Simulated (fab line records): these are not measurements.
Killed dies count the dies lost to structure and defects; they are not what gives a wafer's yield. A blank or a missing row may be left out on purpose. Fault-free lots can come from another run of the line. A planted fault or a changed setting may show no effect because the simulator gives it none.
fab line records	flow sky130
[record] lots = 6	wafers = 18	last-day = 50
route steps=708 shown VIA3@582 METAL4@598 PAD_OPEN@708
lots that met no fault: taken from a fault-free run of the same line
start-h: the number of hours between the record's first day and the start of the first shown wafer of the lot	wait-h: hours since the lot's step before	" repeats the value in the row above	L1.1+2: one row covering several wafers at once	- no value present, or no start provided	* or withheld: withheld	< > ~ a bound
route shown NAME@n: NAME is a module with steps in the file, n the number in the route of the first one	usual: average and standard deviation across the fault-free wafers	same: alike in all rows	chamber/n: place in a boat	sites: readings site by site	_std_site: how widely they spread, as a standard deviation	_edge_site: outer sites' mean less inner sites'	radius-mm: for every site, how far away it sits from the centre of the wafer	mask NAME#n: copy n	behind: tool/chamber where the wafer was last shaped	hold: why the lot went on hold/how many hours it stayed there/how the hold came to an end	device: the n, p or np transistor that did not switch	end of line: the tests these same wafers got at the end of their route	where a step has no rows: the recipe by itself	killed: at the first sort, the dies lost to defects and structure; wafer yield is something else	map: a wafer's dies, marking killed ones x, the rest . and places with no die _
set.NAME: the setting as run; set.NAME@STEP: as run at that earlier step	model.NAME: the simulator's own value behind a step, which no gauge read
certain route steps with their lots: each step a table, each wafer a row
services: from which hour (start-h, from the record's first day; less than 0 if before it) a tool's chamber was out of use, for how many hours, and why
[[steps]]
[step SKY_VIA3_EXPOSE_09]
[recipe] mask-id = VIM3	na = 0.8	source-shape = annular	sigma-inner = 0.55	sigma-outer = 0.85	target-cd-nm = 200	dose-mj = 38
[step SKY_VIA3_PEB_10]
[recipe] peb-temp-c = withheld	peb-time-s = withheld	resist = KrF-thick
[step SKY_VIA3_DEVELOP_11]
[recipe] develop-time-s = 60	resist = KrF-thick	dev-temp-c = 21
[step SKY_VIA3_CD_MEAS_12]
[recipe] target-cd-nm = 200
[usual] cd-nm = 200.1/1.3
lot.wafer	tool	chamber	start-h	wait-h	cd-nm
L111.2	cd-sem-02	-	931.35	-	199.8
L111.4	"	-	"	"	201.8
L111.5	"	-	"	"	201.0
L119.1	cd-sem-02	-	991.38	-	199.8
L119.4	"	-	"	"	200.8
L119.5	"	-	"	"	201.0
L120.1	cd-sem-01	-	999.65	-	201.1
L120.4	"	-	"	"	200.6
L120.6	"	-	"	"	199.3
L124.1	cd-sem-02	-	1027.28	-	197.0
L124.2	"	-	"	"	197.3
L124.6	"	-	"	"	197.5
L127.1	cd-sem-01	-	1057.49	-	201.4
L127.5	"	-	"	"	200.7
L127.6	"	-	"	"	202.0
L131.2	cd-sem-01	-	1069.66	-	199.3
L131.3	"	-	"	"	199.8
L131.6	"	-	"	"	201.0
[step SKY_VIA3_OVL_MEAS_13]
[usual] VIA3_OVL = -4/6.8
lot.wafer	tool	chamber	start-h	wait-h	VIA3_OVL[nm]
L111.2	overlay-02	-	931.46	0.1	-5
L111.4	"	-	"	"	-9
L111.5	"	-	"	"	-3
L119.1	overlay-01	-	991.50	0.1	-5
L119.4	"	-	"	"	-3
L119.5	"	-	"	"	-2
L120.1	overlay-02	-	999.77	0.1	-14
L120.4	"	-	"	"	-7
L120.6	"	-	"	"	-6
L124.1	overlay-02	-	1027.40	0.1	-6
L124.2	"	-	"	"	-4
L124.6	"	-	"	"	-1
L127.1	overlay-02	-	1057.61	0.1	3
L127.5	"	-	"	"	-1
L127.6	"	-	"	"	-8
L131.2	overlay-01	-	1069.77	0.1	-7
L131.3	"	-	"	"	-5
L131.6	"	-	"	"	-13
[step SKY_VIA3_ETCH_14]
[recipe] chemistry = N2/H2	target = BARC	ion-energy-ev = 200	source-w = 500	bias-w = 100	pressure-mtorr = 30	n2-flow-sccm = 100	h2-flow-sccm = 200	stop-on = SiO2	time-s = 45.9	target-depth-a = 600
[usual] drypump-motor-current-A = 5.5/0.36	n2-flow-sccm = 100.00/0.28	oes-product-au = 0.855/0.0047	rf-fwd-power-W = 494.1/1.8	throttle-valve-pct = 13.222/0.0091
lot.wafer	tool	chamber	start-h	wait-h	drypump-motor-current-A	n2-flow-sccm	oes-product-au	rf-fwd-power-W	rf-hours-counter-h	throttle-valve-pct
L111.2	rie-diel-02	0	931.49	0.0	5.9	99.89	0.856	495.0	25	13.220
L111.4	"	0	"	"	6.0	100.13	0.847	493.2	-	13.213
L111.5	"	2	"	"	5.9	100.35	0.851	495.2	-	13.231
L119.1	rie-diel-03	0	991.54	0.0	5.2	100.08	0.848	496.4	28	13.220
L119.4	"	3	"	"	5.3	99.84	0.859	496.7	28	13.241
L119.5	"	2	"	"	5.1	99.80	0.852	496.4	-	13.231
L120.1	rie-diel-03	1	999.81	0.0	5.3	99.78	0.858	493.0	12	13.236
L120.4	"	2	"	"	5.2	99.59	0.854	493.8	10	13.231
L120.6	"	2	"	"	5.1	99.54	0.856	493.0	-	13.222
L124.1	rie-diel-03	2	1027.44	0.0	5.1	100.28	0.852	495.3	11	13.219
L124.2	"	1	"	"	5.4	100.61	0.857	492.4	13	13.209
L124.6	"	0	"	"	5.2	99.88	0.855	493.9	-	13.223
L127.1	rie-diel-03	2	1057.65	0.0	5.1	99.72	0.848	498.1	13	13.224
L127.5	"	1	"	"	5.3	99.91	0.848	492.6	-	13.216
L127.6	"	0	"	"	5.2	100.17	0.856	494.4	-	13.223
L131.2	rie-diel-02	0	1069.80	0.0	6.0	99.74	0.859	493.9	31	13.224
L131.3	"	2	"	"	5.9	100.51	0.858	496.0	32	13.234
L131.6	"	0	"	"	5.9	99.66	0.855	495.6	-	13.220
[step SKY_VIA3_ETCH_15]
[recipe] target = SiO2	chemistry = C4F8/O2/Ar	target-depth-nm = 507	stop-on = TiN	mask-material = KrF-thick	source-w = 1500	bias-w = 1200	pressure-mtorr = 40	c4f8-flow-sccm = withheld	O2_flow_sccm = 6	Ar_flow_sccm = 300	time-s = 78
[usual] oes-product-au = 0.946/0.0052	rf-fwd-power-W = 1487/5.4
lot.wafer	tool	chamber	start-h	wait-h	oes-product-au	rf-fwd-power-W	rf-hours-counter-h
L111.2	rie-diel-02	0	931.53	0.0	0.948	1484	25
L111.4	"	0	"	"	0.941	1494	-
L111.5	"	2	"	"	0.941	1492	-
L119.1	rie-diel-03	0	991.58	0.0	0.940	1485	28
L119.4	"	3	"	"	0.946	1489	28
L119.5	"	2	"	"	0.947	1488	-
L120.1	rie-diel-03	1	999.85	0.0	0.946	1492	12
L120.4	"	2	"	"	0.936	1499	10
L120.6	"	2	"	"	0.947	1491	-
L124.1	rie-diel-03	2	1027.48	0.0	0.941	1490	11
L124.2	"	1	"	"	0.940	1487	13
L124.6	"	0	"	"	0.947	1486	-
L127.1	rie-diel-03	2	1057.69	0.0	0.941	1493	13
L127.5	"	1	"	"	0.943	1483	-
L127.6	"	0	"	"	0.946	1495	-
L131.2	rie-diel-02	0	1069.84	0.0	0.951	1490	31
L131.3	"	2	"	"	0.946	1494	32
L131.6	"	0	"	"	0.949	1484	-
[step SKY_VIA3_STRIP_16]
[recipe] chemistry = O2/N2	power-w = 1400	pressure-mtorr = 1500	platen-temp-c = withheld	o2-flow-sccm = 3000	n2-flow-sccm = 300	overash-fraction = 0.5
[usual] drypump-motor-current-A = 5.47/0.18	n2-flow-sccm = 299.8/0.9	oes-product-au = 0.402/0.0042	strip-time-to-endpoint-s = 4.12/0.032
lot.wafer	tool	chamber	start-h	wait-h	drypump-motor-current-A	n2-flow-sccm	oes-product-au	rf-hours-counter-h	strip-time-to-endpoint-s
L111.2	plasma-asher-03	0	931.59	0.0	5.45	299.2	0.399	115	4.14
L111.4	"	0	"	"	5.43	299.7	0.398	-	4.13
L111.5	"	1	"	"	5.95	299.7	0.398	-	4.16
L119.1	plasma-asher-02	0	991.64	0.0	5.48	299.6	0.400	84	4.06
L119.4	"	0	"	"	5.47	300.0	0.401	-	4.11
L119.5	"	1	"	"	5.56	298.3	0.409	-	4.12
L120.1	plasma-asher-01	1	999.91	0.0	5.25	299.3	0.403	57	4.11
L120.4	"	1	"	"	5.22	298.4	0.409	-	4.12
L120.6	"	0	"	"	5.47	299.7	0.401	-	4.11
L124.1	plasma-asher-02	1	1027.54	0.0	5.53	300.3	0.405	87	4.14
L124.2	"	0	"	"	5.52	299.8	0.414	87	4.15
L124.6	"	0	"	"	5.45	300.9	0.397	-	4.06
L127.1	plasma-asher-01	1	1057.75	0.0	5.22	300.2	0.393	64	4.12
L127.5	"	1	"	"	5.24	299.6	0.403	-	4.11
L127.6	"	0	"	"	5.49	299.9	0.406	-	4.11
L131.2	plasma-asher-03	1	1069.90	0.0	5.96	299.6	0.404	0	4.16
L131.3	"	0	"	"	5.42	299.9	0.401	-	4.17
L131.6	"	1	"	"	5.96	300.3	0.403	-	4.17
[step SKY_VIA3_STRIP_17]
[recipe] chemistry = post-etch-residue-remover	time-s = 1200	temp-c = 72.5
[step SKY_VIA3_CLEAN_18]
[recipe] chemistry = IPA	time-s = 180	temp-c = 25
[step SKY_VIA3_CLEAN_19]
[recipe] chemistry = O3/DIW	dry = n2-spin
[step SKY_VIA3_SPUTTER_20]
[recipe] material = TiN	target-thk-nm = 20	chamber-pressure-pa = 5	power-w = 4000	time-s = 80
[usual] throttle-valve-pct = 30.1/0.66
lot.wafer	tool	chamber	start-h	wait-h	throttle-valve-pct
L111.2	pvd-sputter-01	-	932.18	0.0	31.1
L111.4	"	-	"	"	30.1
L111.5	"	-	"	"	30.3
L119.1	pvd-sputter-01	-	992.24	0.0	30.0
L119.4	"	-	"	"	30.2
L119.5	"	-	"	"	29.6
L120.1	pvd-sputter-03	-	1000.50	0.0	29.8
L120.4	"	-	"	"	30.6
L120.6	"	-	"	"	29.5
L124.1	pvd-sputter-03	-	1028.57	0.0	29.5
L124.2	"	-	"	"	29.9
L124.6	"	-	"	"	30.5
L127.1	pvd-sputter-04	-	1058.39	0.0	28.9
L127.5	"	-	"	"	29.6
L127.6	"	-	"	"	29.7
L131.2	pvd-sputter-04	-	1070.51	0.0	31.2
L131.3	"	-	"	"	29.5
L131.6	"	-	"	"	31.2
[step SKY_VIA3_CVD_21]
[recipe] material = W	target-thk-nm = 390	time-s = 117.31	temp-c = 400	pressure-torr = 40
[usual] heater-power-outer-w = 528/53	heater-power-w = 895/120
lot.wafer	tool	chamber	start-h	wait-h	heater-power-outer-w	heater-power-w	model.W_of_VIA3_CVD_21.thk-nm
L111.2	cvd-w-02	0	932.24	0.0	583	1076	391.3
L111.4	"	0	"	"	583	1095	389
L111.5	"	0	"	"	583	1049	392.8
L119.1	cvd-w-02	0	992.30	0.0	580	1083	394.4
L119.4	"	1	"	"	570	883	290.1
L119.5	"	1	"	"	570	877	391.6
L120.1	cvd-w-02	1	1000.56	0.0	569	887	391.4
L120.4	"	0	"	"	587	1067	289.6
L120.6	"	1	"	"	568	872	391.2
L124.1	cvd-w-01	0	1028.63	0.0	462	740	393.9
L124.2	"	1	"	"	500	856	402.1
L124.6	"	0	"	"	453	740	395.1
L127.1	cvd-w-01	0	1058.45	0.0	449	755	393.6
L127.5	"	1	"	"	501	870	393.1
L127.6	"	0	"	"	457	735	388.1
L131.2	cvd-w-01	0	1070.57	0.0	462	742	391.9
L131.3	"	1	"	"	493	877	392.9
L131.6	"	1	"	"	501	873	386.8
[step SKY_VIA3_RS_MEAS_22]
[recipe] thk-meas-gauge = four-point-probe	reads = W_of_VIA3_CVD_21+TiN_of_VIA3_SPUTTER_20
[usual] VIA3_W_RS = 0.293/0.0031
lot.wafer	tool	chamber	start-h	wait-h	VIA3_W_RS[ohm/sq]
L111.2	film-metro-03	-	932.39	0.1	0.293
L111.4	"	-	"	"	0.295
L111.5	"	-	"	"	0.292
L119.1	film-metro-02	-	992.43	0.1	0.291
L119.4	"	-	"	"	0.396
L119.5	"	-	"	"	0.293
L120.1	film-metro-01	-	1000.69	0.1	0.293
L120.4	"	-	"	"	0.397
L120.6	"	-	"	"	0.293
L124.1	film-metro-01	-	1028.75	0.1	0.291
L124.2	"	-	"	"	0.286
L124.6	"	-	"	"	0.290
L127.1	film-metro-01	-	1058.57	0.1	0.291
L127.5	"	-	"	"	0.292
L127.6	"	-	"	"	0.295
L131.2	film-metro-02	-	1070.71	0.1	0.293
L131.3	"	-	"	"	0.292
L131.6	"	-	"	"	0.297
[step SKY_VIA3_THK_MEAS_23]
[recipe] thk-meas-gauge = xrf	reads = W_of_VIA3_CVD_21
[usual] VIA3_W_THK = 375/5.1
lot.wafer	tool	chamber	start-h	wait-h	VIA3_W_THK[nm]
L111.2	film-metro-03	-	932.50	0.1	371
L111.4	"	-	"	"	371
L111.5	"	-	"	"	375
L119.1	film-metro-02	-	992.55	0.1	372
L119.4	"	-	"	"	277
L119.5	"	-	"	"	369
L120.1	film-metro-01	-	1000.81	0.1	381
L120.4	"	-	"	"	283
L120.6	"	-	"	"	378
L124.1	film-metro-01	-	1028.87	0.1	382
L124.2	"	-	"	"	387
L124.6	"	-	"	"	377
L127.1	film-metro-01	-	1058.69	0.1	378
L127.5	"	-	"	"	376
L127.6	"	-	"	"	372
L131.2	film-metro-02	-	1070.82	0.1	377
L131.3	"	-	"	"	377
L131.6	"	-	"	"	373
[step SKY_VIA3_CMP_24]
[recipe] stop-on = SiO2	t-overpolish-s = 20	down-force-psi = 3.5	platen-rpm = 60	target-thk-nm = 0	pad-velocity-m-s = 0.94248
[usual] motor-current-A = 11.1/1.3	platen-rpm = 60.00/0.043	time-to-endpoint-s = 94/6
lot.wafer	tool	chamber	start-h	wait-h	motor-current-A	platen-rpm	time-to-endpoint-s
L111.4	cmp-01	1	932.60	0.1	11.4	59.97	91
L111.2	"	2	"	"	9.7	60.04	95
L111.5	"	1	"	"	11.4	59.94	89
L119.1	cmp-01	3	992.61	0.1	13.9	59.99	102
L119.4	"	1	"	"	11.1	60.01	66
L119.5	"	0	"	"	11.1	60.05	94
L120.4	cmp-02	0	1000.87	0.0	10.3	60.05	78
L120.1	"	3	"	"	11.0	59.97	99
L120.6	"	1	"	"	9.7	60.08	83
L124.1	cmp-02	0	1028.98	0.1	9.8	60.06	102
L124.2	"	1	"	"	9.2	60.00	82
L124.6	"	0	"	"	9.7	60.00	101
L127.1	cmp-01	2	1058.90	0.2	10.3	60.04	103
L127.6	"	3	"	"	13.7	59.99	103
L127.5	"	0	"	"	11.3	60.06	97
L131.3	cmp-01	2	1070.97	0.1	10.2	60.02	96
L131.2	"	3	"	"	14.0	59.91	99
L131.6	"	1	"	"	11.4	60.03	89
[step SKY_METAL4_SPUTTER_00]
[recipe] material = Ti	target-thk-nm = 15	power-w = 3000	time-s = 10	chamber-pressure-pa = 0.4
[usual] throttle-valve-pct = 30.0/0.65
lot.wafer	tool	chamber	start-h	wait-h	throttle-valve-pct
L111.2	pvd-sputter-02	-	932.85	0.1	30.8
L111.4	"	-	"	"	30.1
L111.5	"	-	"	"	30.5
L119.1	pvd-sputter-02	-	992.91	0.2	30.3
L119.4	"	-	"	"	30.3
L119.5	"	-	"	"	30.4
L120.1	pvd-sputter-02	-	1001.17	0.1	29.2
L120.4	"	-	"	"	30.2
L120.6	"	-	"	"	30.5
L124.1	pvd-sputter-03	-	1029.23	0.2	29.6
L124.2	"	-	"	"	30.6
L124.6	"	-	"	"	29.7
L127.1	pvd-sputter-02	-	1059.05	0.1	29.4
L127.5	"	-	"	"	30.0
L127.6	"	-	"	"	29.3
L131.2	pvd-sputter-02	-	1071.17	0.1	30.2
L131.3	"	-	"	"	30.0
L131.6	"	-	"	"	30.4
[step SKY_PAD_OPEN_PROBE_99]
[usual] defect-limited-yield = 82.6/1.8	killed_at_M0_to_M3 = 44/6.9	killed_at_M4_up = 3.2/1.8	killed-at-contacts = 23/5.2	killed-at-front-end = 15/4.5	killed-at-other = 0.3/0.56	killed-dies = 85/8.8	killed-open = 47/6.7	killed-short = 39/6.4	sort_bin_3_pad_short = 0.8/0.4	sort_bin_5_function = 10.2/1.3	sort_bin_6_memory = 6.4/1.1	sort-n-pass = 407/8.8	sort-yield-pct = 82.6/1.8
[same] gross-dies = 492	killed-at-back-side = 0	sort_bin_4_leakage[%] = 0	sort_bin_8_speed[%] = 0
lot.wafer	tool	chamber	start-h	wait-h	defect-limited-yield[%]	killed_at_M0_to_M3	killed_at_M4_up	killed-at-contacts	killed-at-front-end	killed-at-other	killed-dies	killed-open	killed-short	sort_bin_3_pad_short[%]	sort_bin_5_function[%]	sort_bin_6_memory[%]	sort-n-pass	sort-yield-pct[%]
L120.1	prober-02	-	1133.75	0.1	84.6	43	1	11	21	0	76	46	30	0.2	10.4	4.9	416	84.6
L120.4	prober-02	-	1133.90	0.2	80.1	52	1	27	18	0	98	59	39	1.0	12.2	6.7	394	80.1
L120.6	prober-02	-	1134.00	0.2	81.1	49	0	30	14	0	93	53	40	0.6	11.4	6.9	399	81.1
// killed by level:class
L120.1 FIELD_ISO:geometric-particle:open=8 VIA1:geometric-particle:open=8 VIA3:geometric-particle:open=8 FIELD_ISO:geometric-particle:short=7 CONTACT:geometric-particle:open=6 VIA1:geometric-particle:short=6 METAL3:geometric-particle:short=5 VIA2:geometric-particle:open=5
L120.4 CONTACT:geometric-particle:open=16 VIA1:geometric-particle:open=12 VIA3:geometric-particle:open=11 POLY_GATE:geometric-particle:open=8 VIA1:geometric-particle:short=6 VIA3:geometric-particle:short=6 VIA2:geometric-particle:short=5 FIELD_ISO:geometric-particle:short=4
L120.6 VIA1:geometric-particle:open=17 CONTACT:geometric-particle:open=14 LI_CONTACT:geometric-particle:open=5 LOCAL_INTERCONNECT:geometric-particle:short=5 VIA1:geometric-particle:short=5 METAL1:geometric-particle:short=5 VIA3:geometric-particle:open=5 POLY_GATE:geometric-particle:short=4
[[services]]
tool	chamber	start-h	hours	kind
cmp-02	-	911.44	1.6	repair
cmp-02	-	913.07	4.0	pm
rie-diel-03	-	917.19	15.6	repair
rie-diel-02	1	927.61	12.6	repair
rie-diel-03	-	974.42	0.4	repair
rie-diel-03	3	979.72	1.9	repair
pvd-sputter-04	-	980.05	17.3	repair
rie-diel-02	0	980.70	2.6	repair
plasma-asher-03	-	990.02	1.0	repair
plasma-asher-02	-	1002.51	3.8	repair
plasma-asher-03	-	1017.80	1.0	repair
cmp-01	-	1032.25	0.9	repair
rie-diel-02	2	1032.95	7.5	repair
rie-diel-03	0	1037.28	-	clean
rie-diel-03	0	1037.28	-	consumable-replace:showerhead
rie-diel-03	0	1037.28	16.6	scheduled-down
rie-diel-03	0	1037.28	16.6	vent-cycle
cvd-w-01	-	1040.17	6.9	pm
plasma-asher-03	-	1055.25	9.0	pm
rie-diel-03	3	1055.86	-	clean
rie-diel-03	3	1055.86	-	consumable-replace:showerhead
rie-diel-03	3	1055.86	17.9	scheduled-down
plasma-asher-01	-	1058.63	2.8	pm
cvd-w-02	-	1065.89	0.6	repair
[[key]]
[first-sign] step = SKY_VIA3_RS_MEAS_22	reading = VIA3_W_RS	direction = up	sigmas = 33	usual = 0.293	struck = 0.397
[effect] step = SKY_VIA3_THK_MEAS_23	reading = VIA3_W_THK	direction = down	sigmas = 19	usual = 375	struck = 280
[effect] step = SKY_VIA3_CMP_24	reading = time-to-endpoint-s	direction = down	sigmas = 3.7	usual = *	struck = *
[model-effect] step = SKY_VIA3_CVD_21	value = W_of_VIA3_CVD_21.thk-nm	without = 395.2	struck = 289.9
met-at SKY_VIA3_CVD_21
struck-wafers L119.4,L120.4
onset-between 932.24 992.30
[fault] kind = process-parameter-drift	tool = cvd-w-02	chamber = -	onset-h = 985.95	steps = SKY_VIA3_CVD_21	channel = target-thk-nm	offset = -105.33	shape = step	end-h = 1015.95	scope = struck-wafers-only	acts-in = these-recipes-only	stated = 390
